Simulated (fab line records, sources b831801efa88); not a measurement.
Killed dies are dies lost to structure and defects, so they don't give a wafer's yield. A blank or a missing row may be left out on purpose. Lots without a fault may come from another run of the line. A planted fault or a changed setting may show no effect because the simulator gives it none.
One fault seen from 2 desks | flow gf180mcu | each desk has only its own numbers; what lay behind them comes last

THE TOOL OWNER'S DESK: hdpcvd-02
The tool's own readings at GF_V4_CVD_00 (deposits SiO2, target thk 600 nm, time 100 s): means of the sampled wafers that have a number, for each lot that ran on this tool. A lot is out of limits, marked OUT, if its mean lies more than 4 standard deviations from the usual mean; the brackets give that distance.
Columns: A = sih4_flow_sccm at GF_V4_CVD_00, usual 59.98 sccm
lot  | first seen here | A
L395 | day 24 13:50    | 59.84
L400 | day 26 06:49    | 60.02
L402 | day 26 23:55    | 59.87
L406 | day 28 10:07    | 50.99 (-50) OUT
L409 | day 29 01:10    | 51.06 (-50) OUT
This desk's finding: out of limits on L406, L409; first on L406, day 28 10:07 (sih4_flow_sccm at GF_V4_CVD_00). In limits: L395, L400, L402.

THE METROLOGY DESK
What the gauges read, lot by lot, whatever tool the lot ran on: means of the sampled wafers that have a number. A lot is out of limits, marked OUT, if its mean lies more than 4 standard deviations from the usual mean; the brackets give that distance.
Columns: A = cd_nm at GF_M4_CD_MEAS_14, usual 280.1 nm; B = V4_CVD_00_THK at GF_V4_THK_MEAS_01, usual 600 nm
lot  | first seen here | A     | B
L393 | day 23 22:37    | 279.3 | 600
L395 | day 24 12:56    | 279.0 | 597
L398 | day 25 14:28    | 281.0 | 604
L399 | day 25 19:02    | 279.2 | 602
L400 | day 26 05:53    | 279.8 | 601
L401 | day 26 18:10    | 278.9 | 603
L402 | day 26 23:07    | 280.5 | 603
L406 | day 28 09:19    | 279.6 | 513 (-16) OUT
L409 | day 29 00:02    | 279.7 | 510 (-16) OUT
L412 | day 29 20:10    | 281.8 | 602
L413 | day 30 04:25    | 278.4 | 597
L415 | day 30 14:57    | 279.6 | 590
This desk's finding: out of limits on L406, L409; first on L406, day 28 10:12 (V4_CVD_00_THK at GF_V4_THK_MEAS_01). In limits: L393, L395, L398, L399, L400, L401, L402, L412, L413, L415.

PUT TOGETHER
The tool owner's desk could have raised an alarm at day 28 10:07, on L406, L409.
The metrology desk could have raised an alarm at day 28 10:12, on L406, L409.
Of the lots named, all ran GF_V4_CVD_00 on hdpcvd-02.

WHAT THE SIMULATOR HAD PUT IN
Process parameter drift: hdpcvd-02, from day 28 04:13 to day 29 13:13, at GF_V4_CVD_00. Setting sih4_flow_sccm, moved by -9, from 60. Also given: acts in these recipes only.
Lots struck among those shown: L406, L409.
Hours from the fault's start to each desk's first reading out of limits: the tool owner's desk, 6; the metrology desk, 6.
